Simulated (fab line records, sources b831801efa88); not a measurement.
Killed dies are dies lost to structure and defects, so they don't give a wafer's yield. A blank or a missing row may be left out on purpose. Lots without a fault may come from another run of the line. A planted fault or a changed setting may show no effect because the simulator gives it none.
A struck lot beside a sound one | flow sky130 | 15 steps out of a route of 708
Sound: wafers L245.3, L245.4, L245.6. Struck: wafers L251.3, L251.4, L251.6. The cause comes at the end.
At each step with rows: each side's tool, then ch and its chambers, then its first start. Under that, the readings that differ: sound wafers | struck wafers | difference of the means | sigmas: that difference in standard deviations of wafers without a fault.
alike: readings whose means differ by less than 2 such deviations, and words and numbers that are the same on both sides. not compared: withheld readings, readings that some wafer has no value for, bounds like >300 that may hide the same value, and numbers for which the record gives no deviation and whose values overlap.
The two part at a step that has a row with sigmas, a row that says differs or no value, or rows on one side only. Numbers that don't overlap but have no deviation are shown without sigmas and don't part them. A reading that every wafer of one side lacks parts them only if that side has two wafers or more.

SKY_POLY_GATE_CD_MEAS_22:
  sound on cd_sem-01, day 16 23:06; struck on cd_sem-02, day 19 08:47
  alike: cd_nm
then, 7 steps without rows for these wafers: SKY_LDD_N_DEHYDRATE_00 (time 60 s); SKY_LDD_N_HMDS_01 (prime time 60 s); SKY_LDD_N_COAT_02 (resist thk 300 nm); SKY_LDD_N_SOFTBAKE_03 (time 60 s); SKY_LDD_N_EXPOSE_04 (exposes mask NTM, target cd 840 nm); SKY_LDD_N_PEB_05; SKY_LDD_N_DEVELOP_06 (develop time 60 s).
SKY_LDD_N_OVL_MEAS_07:
  sound on overlay-02, day 18 02:33; struck on overlay-01, day 20 15:42
  alike: LDD_N_OVL
then, 3 steps without rows for these wafers: SKY_LDD_N_IMPLANT_08; SKY_LDD_N_IMPLANT_09; SKY_LDD_N_IMPLANT_10.
SKY_LDD_N_IMPLANT_11:
  sound on implanter-01 ch 0, day 18 03:04; struck on implanter-01 ch 0, day 20 16:13
  reading            | sound                         | struck                       | difference | sigmas
  dose_ions_cm2      | 7.507e+13 7.499e+13 7.504e+13 | 6.588e+13 6.58e+13 6.594e+13 | -9.160e+12 | -99 or more
  faraday_current_uA | 414 411 402                   | 360 375 366                  | -42        | -5
  alike: beam_on_s
then, 1 step without rows for these wafers: SKY_LDD_N_IMPLANT_12.
-- the record jumps here: 27 days lie between the struck wafers' starts before and after (it left off in module LDD_N and takes up again in module PAD_OPEN, whose first step shown is number 708 of the route) --
SKY_PAD_OPEN_PROBE_99:
  sound on prober-02, day 45 23:00; struck on prober-02, day 47 16:39
  reading                     | sound           | struck            | difference | sigmas
  model.etest.tip_n.rs_ohm_sq | 441.9 447 445.7 | 450.2 449.8 452.8 | +6.1       |
  alike: killed_at_M0_to_M3, killed_at_M4_up, killed_at_contacts, killed_at_front_end, killed_at_other, killed_dies, killed_open, killed_short
  not compared: model.etest.res_pdiff.line_ohm_um, model.etest.res_pdiff.width_nm, model.etest.res_ndiff.width_nm

WHERE THEY PART
Only at SKY_LDD_N_IMPLANT_11, within this record. Later steps at which nothing parts them and some readings are alike: SKY_PAD_OPEN_PROBE_99.

WHY: what the simulator had put in
Process parameter drift: implanter-01, from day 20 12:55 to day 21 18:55, at SKY_LDD_N_IMPLANT_11. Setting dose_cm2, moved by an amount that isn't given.
